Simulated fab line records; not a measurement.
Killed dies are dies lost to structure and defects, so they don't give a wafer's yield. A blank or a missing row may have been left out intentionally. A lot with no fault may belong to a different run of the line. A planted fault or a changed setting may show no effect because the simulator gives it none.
fab line records	flow sky130
record: lots: 6	wafers: 18	lastDay: 50
route steps=708 shown VT_ADJUST_LVTN@116 VT_ADJUST_NCORE@119 VT_ADJUST_HVTR@131 PAD_OPEN@708
lots with no fault: from the same line, run without faults
startH: start of the lot's first displayed wafer, in hours after the record's first day	waitH: hours since the lot's step before	" same as the row above	L1.1+2: a single row standing in for several wafers	- either no value or no given start	* or withheld: withheld	< > ~ a bound
route shown NAME@n: NAME is a module with steps in the file, n the number in the route of the first one	usual: mean/standard deviation taken from wafers without a fault	same: alike in all rows	chamber/n: place in a boat	sites: readings site by site	_std_site: their standard deviation	_edge_site: outer sites' mean less inner sites'	radiusMm: for every site, how far away it sits from the centre of the wafer	mask NAME#n: copy n	behind: the last tool/chamber to shape the wafer	hold: cause of the lot's hold/its duration in hours/its outcome	device: whichever transistor did not switch (one of n, p or np)	end of line: the tests these same wafers got at the end of their route	a step with no rows: only its recipe	killed: not the wafer's yield, but the dies lost to structure and defects at the first sort	map: dies across one wafer; x = killed, . = not, _ = none there
set.NAME: the setting as run; set.NAME@STEP: as run at that earlier step	model.NAME: the simulator's own value behind a step, which no gauge read
certain route steps with their lots: each step a table, each wafer a row
services: from which hour (startH, from the record's first day; less than 0 if before it) a tool's chamber was out of use, for how many hours, and why
== steps ==
step: SKY_VT_ADJUST_LVTN_IMPLANT_19
recipe: species: B	energyKev: 30	doseCm2: 6.5e+11	tiltDeg: withheld
step: SKY_VT_ADJUST_LVTN_STRIP_20
recipe: chemistry: O2/N2	powerW: 1400	pressureMtorr: 1500	platenTempC: withheld	o2FlowSccm: 3000	n2FlowSccm: 300	overashFraction: 0.5
usual: drypumpMotorCurrentA: 5.6/0.64	oesProductAu: 0.715/0.0045	stripTimeToEndpointS: 14.18/0.041
lot.wafer	tool	chamber	startH	waitH	drypumpMotorCurrentA	oesProductAu	rfHoursCounterH	stripTimeToEndpointS
L514.1	plasmaAsher-03	0	209.25	0.1	6.2	0.716	54	14.22
L514.2	"	1	"	"	4.9	0.713	54	14.18
L514.3	"	1	"	"	4.9	0.709	-	14.17
L515.2	plasmaAsher-01	0	215.15	0.1	5.2	0.713	41	14.14
L515.3	"	1	"	"	5.8	0.720	-	14.14
L515.6	"	0	"	"	5.2	0.710	-	14.14
L517.1	plasmaAsher-03	1	225.76	0.1	4.9	0.719	56	14.14
L517.3	"	1	"	"	4.9	0.712	-	14.11
L517.6	"	1	"	"	4.9	0.719	-	14.16
L520.2	plasmaAsher-01	1	248.14	0.1	5.8	0.724	44	14.16
L520.3	"	1	"	"	5.8	0.719	-	14.28
L520.6	"	1	"	"	5.8	0.723	-	14.20
L525.3	plasmaAsher-03	1	281.20	0.1	4.9	0.719	-	14.19
L525.5	"	1	"	"	4.9	0.711	-	14.22
L525.6	"	0	"	"	6.2	0.714	-	14.23
L529.1	plasmaAsher-02	1	313.25	0.1	4.9	0.716	61	14.14
L529.2	"	0	"	"	6.4	0.709	61	14.18
L529.6	"	1	"	"	4.9	0.715	-	14.17
step: SKY_VT_ADJUST_LVTN_TW_MEAS_21
usual: VT_ADJUST_LVTN_2_TW: 188.5/1.2
lot.wafer	tool	chamber	startH	waitH	VT_ADJUST_LVTN_2_TW
L514.1	filmMetro-04	-	209.35	0.1	189.1
L514.2	"	-	"	"	189.6
L514.3	"	-	"	"	188.6
L515.2	filmMetro-01	-	215.26	0.1	187.1
L515.3	"	-	"	"	186.8
L515.6	"	-	"	"	187.5
L517.1	filmMetro-02	-	225.86	0.1	187.5
L517.3	"	-	"	"	187.5
L517.6	"	-	"	"	187.2
L520.2	filmMetro-01	-	248.25	0.1	186.8
L520.3	"	-	"	"	187.4
L520.6	"	-	"	"	187.1
L525.3	filmMetro-04	-	281.28	0.1	189.7
L525.5	"	-	"	"	190.4
L525.6	"	-	"	"	189.7
L529.1	filmMetro-04	-	313.35	0.1	188.4
L529.2	"	-	"	"	189.5
L529.6	"	-	"	"	187.6
step: SKY_VT_ADJUST_NCORE_DEHYDRATE_00
recipe: tempC: 200	timeS: 60
step: SKY_VT_ADJUST_NCORE_HMDS_01
recipe: primeTimeS: 60	primeTempC: 120
step: SKY_VT_ADJUST_NCORE_COAT_02
recipe: resist: NOVOLAK	spinRpm: 3000	resistThkNm: 1140
step: SKY_VT_ADJUST_NCORE_SOFTBAKE_03
recipe: tempC: 90	timeS: 60	resist: NOVOLAK
step: SKY_VT_ADJUST_NCORE_EXPOSE_04
recipe: maskId: LVTN_COMPLEMENT_THIN	na: 0.6	sourceShape: conventional	sigmaOuter: 0.6	polarization: unpolarized	targetCdNm: 380	doseMj: 139
step: SKY_VT_ADJUST_NCORE_PEB_05
recipe: tempC: withheld	timeS: *	resist: NOVOLAK
step: SKY_VT_ADJUST_NCORE_DEVELOP_06
recipe: resist: NOVOLAK	developer: TMAH	developTimeS: 60	devTempC: 23
step: SKY_VT_ADJUST_NCORE_CD_MEAS_07
recipe: targetCdNm: 380
usual: cdNm: 380.1/2.6
lot.wafer	tool	chamber	startH	waitH	cdNm
L514.1	cdSem-01	-	230.69	0.1	385.1
L514.2	"	-	"	"	381.8
L514.3	"	-	"	"	382.9
L515.2	cdSem-02	-	235.56	0.1	379.1
L515.3	"	-	"	"	379.7
L515.6	"	-	"	"	380.3
L517.1	cdSem-01	-	248.16	0.1	379.2
L517.3	"	-	"	"	380.4
L517.6	"	-	"	"	380.4
L520.2	cdSem-01	-	271.73	0.1	381.7
L520.3	"	-	"	"	380.2
L520.6	"	-	"	"	379.4
L525.3	cdSem-01	-	306.53	0.1	380.5
L525.5	"	-	"	"	378.9
L525.6	"	-	"	"	381.9
L529.1	cdSem-02	-	338.86	0.1	381.5
L529.2	"	-	"	"	380.9
L529.6	"	-	"	"	383.7
step: SKY_VT_ADJUST_NCORE_OVL_MEAS_08
usual: VT_ADJUST_NCORE_OVL: 0.9/1.5
lot.wafer	tool	chamber	startH	waitH	VT_ADJUST_NCORE_OVL[nm]
L514.1	overlay-02	-	230.81	0.1	2.4
L514.2	"	-	"	"	0.0
L514.3	"	-	"	"	1.1
L515.2	overlay-02	-	235.67	0.1	2.2
L515.3	"	-	"	"	1.7
L515.6	"	-	"	"	2.8
L517.1	overlay-02	-	248.28	0.1	0.9
L517.3	"	-	"	"	0.9
L517.6	"	-	"	"	0.2
L520.2	overlay-01	-	271.84	0.1	3.7
L520.3	"	-	"	"	2.4
L520.6	"	-	"	"	3.7
L525.3	overlay-01	-	306.62	0.1	-2.0
L525.5	"	-	"	"	-1.6
L525.6	"	-	"	"	-2.0
L529.1	overlay-01	-	338.98	0.1	0.9
L529.2	"	-	"	"	1.0
L529.6	"	-	"	"	2.2
step: SKY_VT_ADJUST_NCORE_IMPLANT_09
recipe: species: B	energyKev: 10	doseCm2: 2.4e+12	tiltDeg: withheld
usual: beamOnS: 10.00/0.22
same: implantIonAmu: 11
lot.wafer	tool	chamber	startH	waitH	beamOnS
L514.1	implanter-01	0	230.85	0.0	10.36
L514.2	"	0	"	"	9.98
L514.3	"	0	"	"	10.06
L515.2	implanter-01	0	235.72	0.0	9.86
L515.3	"	0	"	"	10.37
L515.6	"	0	"	"	9.82
L517.1	implanter-03	0	248.32	0.0	10.05
L517.3	"	0	"	"	9.70
L517.6	"	0	"	"	10.11
L520.2	implanter-01	0	271.90	0.0	9.93
L520.3	"	0	"	"	9.71
L520.6	"	0	"	"	10.08
L525.3	implanter-03	0	306.74	0.1	10.16
L525.5	"	0	"	"	9.91
L525.6	"	0	"	"	9.96
L529.1	implanter-04	0	339.02	0.0	9.67
L529.2	"	0	"	"	9.94
L529.6	"	0	"	"	10.36
step: SKY_VT_ADJUST_NCORE_STRIP_10
recipe: chemistry: O2/N2	powerW: 1400	pressureMtorr: 1500	platenTempC: withheld	o2FlowSccm: 3000	n2FlowSccm: 300	overashFraction: 0.5
usual: drypumpMotorCurrentA: 5.6/0.42	oesProductAu: 0.715/0.0045	stripTimeToEndpointS: 14.19/0.037
lot.wafer	tool	chamber	startH	waitH	drypumpMotorCurrentA	oesProductAu	rfHoursCounterH	stripTimeToEndpointS
L514.1	plasmaAsher-04	0	231.00	0.1	5.5	0.711	10	14.13
L514.2	"	1	"	"	5.8	0.709	10	14.15
L514.3	"	1	"	"	5.8	0.720	-	14.16
L515.2	plasmaAsher-01	0	235.85	0.1	5.2	0.711	43	14.20
L515.3	"	0	"	"	5.2	0.708	-	14.23
L515.6	"	1	"	"	5.8	0.718	-	14.15
L517.1	plasmaAsher-03	0	248.47	0.1	6.3	0.719	58	14.16
L517.3	"	0	"	"	6.3	0.718	-	14.13
L517.6	"	1	"	"	4.9	0.716	-	14.19
L520.2	plasmaAsher-01	1	272.02	0.1	5.8	0.711	47	14.22
L520.3	"	0	"	"	5.2	0.708	-	14.23
L520.6	"	1	"	"	5.8	0.712	-	14.22
L525.3	plasmaAsher-04	1	306.87	0.1	5.8	0.719	-	14.17
L525.5	"	0	"	"	5.6	0.711	-	14.17
L525.6	"	1	"	"	5.8	0.711	-	14.20
L529.1	plasmaAsher-01	1	339.17	0.1	5.8	0.713	51	14.16
L529.2	"	0	"	"	5.2	0.716	51	14.16
L529.6	"	0	"	"	5.2	0.711	-	14.16
step: SKY_VT_ADJUST_NCORE_TW_MEAS_11
usual: VT_ADJUST_NCORE_TW: 219.9/1.5
lot.wafer	tool	chamber	startH	waitH	VT_ADJUST_NCORE_TW
L514.1	filmMetro-02	-	231.10	0.1	219.8
L514.2	"	-	"	"	219.0
L514.3	"	-	"	"	218.5
L515.2	filmMetro-02	-	235.96	0.1	209.1
L515.3	"	-	"	"	208.9
L515.6	"	-	"	"	209.2
L517.1	filmMetro-03	-	248.57	0.1	218.1
L517.3	"	-	"	"	217.8
L517.6	"	-	"	"	217.4
L520.2	filmMetro-04	-	272.13	0.1	211.2
L520.3	"	-	"	"	211.9
L520.6	"	-	"	"	212.2
L525.3	filmMetro-02	-	306.96	0.1	221.2
L525.5	"	-	"	"	221.1
L525.6	"	-	"	"	220.6
L529.1	filmMetro-03	-	339.27	0.1	220.1
L529.2	"	-	"	"	221.4
L529.6	"	-	"	"	220.5
step: SKY_VT_ADJUST_HVTR_DEHYDRATE_00
recipe: tempC: 200	timeS: 60
step: SKY_PAD_OPEN_PROBE_99
usual: killed_at_M0_to_M3: 43/6.8	killed_at_M4_up: 3.2/1.8	killedAtContacts: 24/5.2	killedAtFrontEnd: 15/4.2	killedAtOther: 0.4/0.62	killedDies: 85/8.7	killedOpen: 46/6.7	killedShort: 39/5.9
same: grossDies: 492	killedAtBackSide: 0
lot.wafer	tool	chamber	startH	waitH	killed_at_M0_to_M3	killed_at_M4_up	killedAtContacts	killedAtFrontEnd	killedAtOther	killedDies	killedOpen	killedShort	model.etest.nfet_16v.rOnOhmUm	model.etest.pfet_16v.rOnOhmUm	model.etest.pfetG5v0d10v5.rOnOhmUm	model.etest.tipP.rsOhmSq	model.etest.tipP.rsOhmSqRange	model.etest.pfet_01v8.rOnOhmUm	model.etest.resPwellUnderGate.rsOhmSq	model.etest.nfetG5v0d10v5.rOnOhmUm
L514.1	prober-02	-	1115.97	0.1	34	7	22	15	0	78	42	36	1.422e+04	1.528e+04	4828	6893	159.5	2909	2282	1905
L514.2	prober-02	-	1116.02	0.1	47	4	21	16	1	89	49	40	1.415e+04	1.521e+04	4750	6898	217.8	2907	2260	1899
L514.3	prober-02	-	1116.07	0.2	45	2	24	15	0	86	47	39	1.438e+04	1.522e+04	4848	6944	202.2	2992	2280	1919
L515.2	prober-02	-	1125.40	0.1	55	2	27	6	0	90	50	40	1.318e+04	1.563e+04	4875	7089	277.1	2955	2352	1803
L515.3	prober-02	-	1125.45	0.2	38	5	29	7	1	80	38	42	1.329e+04	1.58e+04	5002	7124	401.9	2994	2352	1819
L515.6	prober-02	-	1125.60	0.2	38	4	15	15	0	72	41	31	1.316e+04	1.541e+04	4896	7024	219.1	2999	2339	1813
L517.1	prober-02	-	1139.61	0.1	33	9	30	14	0	86	51	34	1.433e+04	1.515e+04	4762	6788	146.9	2840	2287	1905
L517.3	prober-02	-	1139.71	0.2	39	5	29	18	1	92	53	37	1.43e+04	1.511e+04	4752	6818	122.3	2842	2286	1896
L517.6	prober-02	-	1139.86	0.2	51	2	23	15	0	91	57	34	1.431e+04	1.526e+04	4772	6795	206	2873	2274	1886
L520.2	prober-01	-	1147.37	0.1	46	6	21	13	0	86	45	41	1.348e+04	1.55e+04	5061	6947	267.7	3000	2349	1850
L520.3	prober-01	-	1147.42	0.2	33	4	20	18	0	75	32	43	1.36e+04	1.544e+04	5034	7046	318.6	2957	2340	1838
L520.6	prober-01	-	1147.57	0.2	41	4	27	14	0	86	37	49	1.358e+04	1.558e+04	5124	6990	284.9	3001	2339	1848
L525.3	prober-02	-	1173.38	0.2	48	5	25	21	2	101	51	49	1.396e+04	1.494e+04	4711	6716	169.4	2870	2264	1855
L525.5	prober-02	-	1173.48	0.2	46	4	23	15	2	90	46	42	1.405e+04	1.527e+04	4725	6750	146.4	2888	2258	1856
L525.6	prober-02	-	1173.53	0.2	42	2	29	17	0	90	50	40	1.392e+04	1.506e+04	4668	6778	157.7	2872	2258	1845
L529.1	prober-02	-	1190.63	0.1	51	1	21	9	1	83	44	38	1.413e+04	1.53e+04	4851	6921	133	2945	2273	1906
L529.2	prober-02	-	1190.68	0.1	50	3	32	14	1	100	52	47	1.419e+04	1.53e+04	4918	6883	183.2	2956	2272	1901
L529.6	prober-02	-	1190.88	0.2	42	4	26	11	0	83	42	39	1.407e+04	1.508e+04	4786	6889	165.8	2920	2264	1874
killed by level:class
L514.1 LI_CONTACT:geometricParticle:open=7 VIA1:geometricParticle:open=7 CONTACT:geometricParticle:open=6 FIELD_ISO:geometricParticle:open=5 METAL1:geometricParticle:short=5 METAL2:geometricParticle:short=5 METAL2:geometricParticle:open=5 METAL4:geometricParticle:short=5
L514.2 VIA1:geometricParticle:open=12 LI_CONTACT:geometricParticle:open=10 VIA1:geometricParticle:short=8 METAL2:geometricParticle:short=6 VIA3:geometricParticle:short=6 POLY_GATE:geometricParticle:short=5 CONTACT:geometricParticle:open=5 POLY_GATE:geometricParticle:open=4
L514.3 CONTACT:geometricParticle:open=11 METAL1:geometricParticle:short=11 LI_CONTACT:geometricParticle:open=9 VIA3:geometricParticle:open=7 FIELD_ISO:geometricParticle:short=6 VIA1:geometricParticle:open=6 VIA3:geometricParticle:short=5 VIA2:geometricParticle:short=4
L515.2 VIA1:geometricParticle:open=11 VIA2:geometricParticle:open=9 METAL1:geometricParticle:short=8 LOCAL_INTERCONNECT:geometricParticle:short=7 METAL2:geometricParticle:short=6 LI_CONTACT:geometricParticle:open=6 CONTACT:geometricParticle:open=6 VIA2:geometricParticle:short=5
L515.3 LI_CONTACT:geometricParticle:open=8 CONTACT:geometricParticle:open=8 CONTACT:geometricParticle:short=7 METAL1:geometricParticle:short=7 VIA1:geometricParticle:open=7 VIA3:geometricParticle:open=7 VIA1:geometricParticle:short=5 LOCAL_INTERCONNECT:geometricParticle:short=4
L515.6 VIA2:geometricParticle:open=12 VIA1:geometricParticle:open=7 FIELD_ISO:geometricParticle:short=5 CONTACT:geometricParticle:short=5 METAL1:geometricParticle:short=5 VIA3:geometricParticle:open=4 POLY_GATE:geometricParticle:open=4 CONTACT:geometricParticle:open=4
L517.1 CONTACT:geometricParticle:open=14 VIA1:geometricParticle:open=11 CONTACT:geometricParticle:short=6 VIA1:geometricParticle:short=5 METAL4:geometricParticle:short=5 FIELD_ISO:geometricParticle:open=4 POLY_GATE:geometricParticle:open=4 LI_CONTACT:geometricParticle:open=4
L517.3 CONTACT:geometricParticle:open=13 VIA1:geometricParticle:open=8 VIA2:geometricParticle:open=8 VIA3:geometricParticle:open=7 LOCAL_INTERCONNECT:geometricParticle:short=5 POLY_GATE:geometricParticle:open=4 POLY_GATE:geometricParticle:short=4 LI_CONTACT:geometricParticle:open=4
L517.6 VIA3:geometricParticle:open=10 CONTACT:geometricParticle:open=9 VIA1:geometricParticle:open=9 LI_CONTACT:geometricParticle:open=7 FIELD_ISO:geometricParticle:open=6 METAL1:geometricParticle:short=6 VIA1:geometricParticle:short=6 VIA2:geometricParticle:open=6
L520.2 METAL1:geometricParticle:short=13 CONTACT:geometricParticle:open=7 LI_CONTACT:geometricParticle:open=6 METAL2:geometricParticle:short=6 POLY_GATE:geometricParticle:open=5 VIA1:geometricParticle:open=5 VIA2:geometricParticle:open=5 VIA3:geometricParticle:open=5
L520.3 CONTACT:geometricParticle:short=7 CONTACT:geometricParticle:open=6 METAL1:geometricParticle:short=5 VIA2:geometricParticle:open=5 FIELD_ISO:geometricParticle:open=4 LOCAL_INTERCONNECT:geometricParticle:short=4 METAL3:geometricParticle:short=4 METAL1:geometricParticle:open=4
L520.6 CONTACT:geometricParticle:open=11 METAL1:geometricParticle:short=11 FIELD_ISO:geometricParticle:short=6 CONTACT:geometricParticle:short=6 VIA1:geometricParticle:open=6 LI_CONTACT:geometricParticle:open=5 LOCAL_INTERCONNECT:geometricParticle:short=4 VIA2:geometricParticle:short=4
L525.3 VIA1:geometricParticle:open=14 CONTACT:geometricParticle:open=9 VIA2:geometricParticle:open=8 METAL2:geometricParticle:short=6 FIELD_ISO:geometricParticle:open=5 CONTACT:geometricParticle:short=5 VIA1:geometricParticle:short=5 FIELD_ISO:geometricParticle:short=4
L525.5 CONTACT:geometricParticle:open=10 METAL2:geometricParticle:short=9 VIA1:geometricParticle:short=9 LI_CONTACT:geometricParticle:open=7 VIA1:geometricParticle:open=7 FIELD_ISO:geometricParticle:short=6 VIA2:geometricParticle:open=6 VIA3:geometricParticle:open=6
L525.6 CONTACT:geometricParticle:open=16 METAL2:geometricParticle:short=7 VIA1:geometricParticle:open=7 VIA2:geometricParticle:open=7 VIA1:geometricParticle:short=6 LI_CONTACT:geometricParticle:open=5 POLY_GATE:geometricParticle:open=4 LI_CONTACT:geometricParticle:short=4
L529.1 VIA1:geometricParticle:open=11 METAL2:geometricParticle:short=9 CONTACT:geometricParticle:open=7 LOCAL_INTERCONNECT:geometricParticle:short=6 VIA1:geometricParticle:short=6 METAL3:geometricParticle:short=6 VIA2:geometricParticle:open=5 VIA3:geometricParticle:open=5
L529.2 VIA1:geometricParticle:open=10 CONTACT:geometricParticle:open=9 METAL2:geometricParticle:short=9 LI_CONTACT:geometricParticle:open=7 VIA2:geometricParticle:open=7 LI_CONTACT:geometricParticle:short=5 LOCAL_INTERCONNECT:geometricParticle:short=5 CONTACT:geometricParticle:short=5
L529.6 CONTACT:geometricParticle:open=9 VIA2:geometricParticle:open=6 LOCAL_INTERCONNECT:geometricParticle:short=6 VIA1:geometricParticle:open=6 METAL2:geometricParticle:short=6 VIA3:geometricParticle:open=6 METAL4:geometricParticle:short=4 LOCAL_INTERCONNECT:geometricParticle:open=4
== services ==
tool	chamber	startH	hours	kind
implanter-03	-	189.38	0.7	repair
plasmaAsher-04	-	195.30	4.3	repair
implanter-01	-	222.65	4.8	repair
plasmaAsher-01	-	284.15	28.1	pm
implanter-03	-	294.63	1.0	repair
plasmaAsher-04	-	309.93	2.8	pm
implanter-04	-	310.33	3.5	pm
implanter-04	-	313.79	9.6	pm
implanter-03	-	331.24	1.9	repair
plasmaAsher-02	-	337.13	1.2	repair
implanter-01	-	338.40	5.3	repair
== key ==
firstSign: step: SKY_VT_ADJUST_NCORE_TW_MEAS_11	reading: VT_ADJUST_NCORE_TW	direction: down	sigmas: 6.3	usual: 219.9	struck: 210.4
effect none on later readings
modelEffect: step: SKY_PAD_OPEN_PROBE_99	value: etest.nfet_16v.rOnOhmUm	without: 1.433e+04	struck: 1.338e+04
metAt SKY_VT_ADJUST_NCORE_IMPLANT_09
struckWafers L515.2,L515.3,L515.6,L520.2,L520.3,L520.6
testerLeftOut L515,L520
onsetBetween 230.85 235.72
alsoFits SKY_VT_ADJUST_LVTN_STRIP_20:plasmaAsher-01
fault: kind: processParameterDrift	tool: implanter-01	chamber: -	onsetH: 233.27	steps: SKY_VT_ADJUST_NCORE_IMPLANT_09	channel: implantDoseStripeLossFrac	offset: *	shape: step	endH: 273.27
testerLeftOut: of these lots the tester's yield and bins aren't shown, on N5 and GAA mostly nor the transistor test; their killed dies are dies lost to structure and defects alone, not to doping, threshold or leakage, so they don't give the yield
